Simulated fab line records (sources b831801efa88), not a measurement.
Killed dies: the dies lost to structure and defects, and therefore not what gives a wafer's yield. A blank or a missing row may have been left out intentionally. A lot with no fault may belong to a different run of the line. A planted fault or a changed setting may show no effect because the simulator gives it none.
Problem report in the 8D (eight disciplines) form, filled by code	flow gf180mcu	the parts of the form that need people (team, actions taken, sign-off) are left out

== 1. WHAT IS WRONG ==
cd-nm at GF_POLY_GATE_CD_MEAS_10 reads a mean of 301.6 nm on 6 wafers of 2 lots; wafers without a fault read 279.8 nm with a standard deviation of 1.3. Measured from the usual mean, that is +17 standard deviations.
The step: target cd 280 nm.
First seen on wafer L147.2, day 12 13:47, on cd-sem-01. The record holds 42 wafers of 14 lots with a number at this step. Rule for "out" (also "out of limits"): further than 4 standard deviations from the usual mean. Any other wafer with a number is counted as sound.

== 2. WHAT IT IS AND WHAT IT IS NOT ==
question	is	is not
which readings at this step	cd-nm	-
which lots	L147, L149	L137, L138, L139, L140, L141, L143, L145, L151, L154, L157, L158, L160
which wafers of those lots	all that have a number	-
read on which gauges	cd-sem-01, cd-sem-02	-
when	from day 12 13:47	up to then (21 sound wafers); but 15 sound wafers of L151, L154, L157, L158, L160 came after

== 3. WHAT RULES OUT EACH SUSPECT ==
Counting: a tool at any process step up to the reading remains a suspect when it ran all the lots that are out and ran no sound lot after the first of those.
- the gauge at GF_POLY_GATE_CD_MEAS_10 has been ruled out. The wafers that are out were read on 2 gauges (cd-sem-01, cd-sem-02).
- rtp-anneal-02 at GF_VT_IMPLANT_RTA_45 (time 30 s): ruled out as a lasting fault. The sound lots L151, L154, L157, L160 went through it after L147, its earliest lot that is out (day 10 18:25).
- litho-track-02 at GF_POLY_GATE_SOFTBAKE_06 (time 60 s): kept. All lots that are out passed through it, beginning with L147 at day 12 04:00, and no sound lot followed; its final sound lot before that point was L141 at day 9 20:00. Its own heater-power-total-W, plate-temp-C readings are out on those wafers.
After counting, what remains is litho-track-02 at GF_POLY_GATE_SOFTBAKE_06.

== 4. THE CAUSE (what the simulator had put in) ==
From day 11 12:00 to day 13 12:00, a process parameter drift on litho-track-02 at GF_POLY_GATE_SOFTBAKE_06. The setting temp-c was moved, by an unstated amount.
Counting left only this tool.

== 5. SEQUENCE OF EFFECTS, ordered by route ==
Each row: a reading where the mean over the struck wafers with a number is more than 3 standard deviations away from the usual. Only readings whose record carries a usual standard deviation are examined. hours: median over the lots of the time between each lot's start at the first step of this table that gives one and its start at this step. sigmas: the change, counted in usual standard deviations.
hours	step	reading	usual	on struck wafers	change	sigmas
0	GF_POLY_GATE_SOFTBAKE_06	heater-power-total-W	93.05 W	81.19	-11.86	-99 or more
0	GF_POLY_GATE_SOFTBAKE_06	plate-temp-C	130.01 C	117.22	-12.78	-98
10	GF_POLY_GATE_CD_MEAS_10	cd-nm	279.8 nm	301.6	+21.8	+17
Process steps it contains:
- GF_POLY_GATE_SOFTBAKE_06: time 60 s.
Later measuring or inspecting steps at which every struck wafer that the step has a row for has a number for every such reading, and none has moved that far: GF_NSD_TW_MEAS_12.

== 6. WHAT WOULD HAVE CAUGHT IT SOONER ==
The first out-of-limits reading at a measuring or inspecting step in this record came at day 12 13:47, 26 hours after the fault's start at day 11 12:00.
At GF_POLY_GATE_SOFTBAKE_06, the tool's own readings (heater-power-total-W, plate-temp-C) were out on each struck wafer the step has a row for, so an alarm limit on them would have fired on the first such wafer.
Among the 2 lots that are out, L149 began GF_POLY_GATE_SOFTBAKE_06 on litho-track-02 after day 12 13:47. A hold on the tool at that time would have spared it.
